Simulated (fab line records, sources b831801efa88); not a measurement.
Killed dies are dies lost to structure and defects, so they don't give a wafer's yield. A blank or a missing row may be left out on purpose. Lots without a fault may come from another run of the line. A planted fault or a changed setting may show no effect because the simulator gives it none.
Chamber matching | flow sky130 | SKY_SPACER_ETCHBACK_02 on rie_diel-04: 4 sister chambers
The step etches Si3N4 in CH3F/O2, stops on SiO2, time 46.7 s, target depth 45 nm. 4 wafers are shown with their chamber, then 7 later ones without.

WAFERS WITH THEIR CHAMBER
wafer  | chamber | drypump_motor_current_A (A)
L723.3 | 1       | 5.7
L725.4 | 0       | 5.2
L726.4 | 2       | 6.2
L726.5 | 3       | 6.4

WAFERS WITHOUT THEIR CHAMBER
wafer  | drypump_motor_current_A (A)
L726.6 | 5.3
L732.4 | 6.4
L732.5 | 5.6
L732.6 | 6.3
L735.1 | 6.4
L735.4 | 5.2
L735.5 | 5.7

WHICH CHAMBER EACH WENT THROUGH
wafer  | from the rows above     | in truth
L726.6 | 0                       | 0
L732.4 | 3                       | 3
L732.5 | 1                       | 1
L732.6 | can't be placed: 2 or 3 | 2
L735.1 | 3                       | 3
L735.4 | 0                       | 0
L735.5 | 1                       | 1
Placed correctly: 6 of 7. Can't be placed from these rows: 1 (the true chamber is among the candidates in 1). Placed wrongly: 0.
How it was worked out, from the rows above alone: a wafer's distance from a chamber is the root of the sum, over the readings, of the square of ((its reading less the chamber's mean) divided by the reading's scatter). The wafer belongs to the nearest chamber; if the next one is less than 2 further off, it can't be placed. A chamber's mean is the mean of its shown wafers. The scatter: with one shown wafer a chamber, the root of the mean of the squares of how far each hidden wafer lies from its nearest shown one.
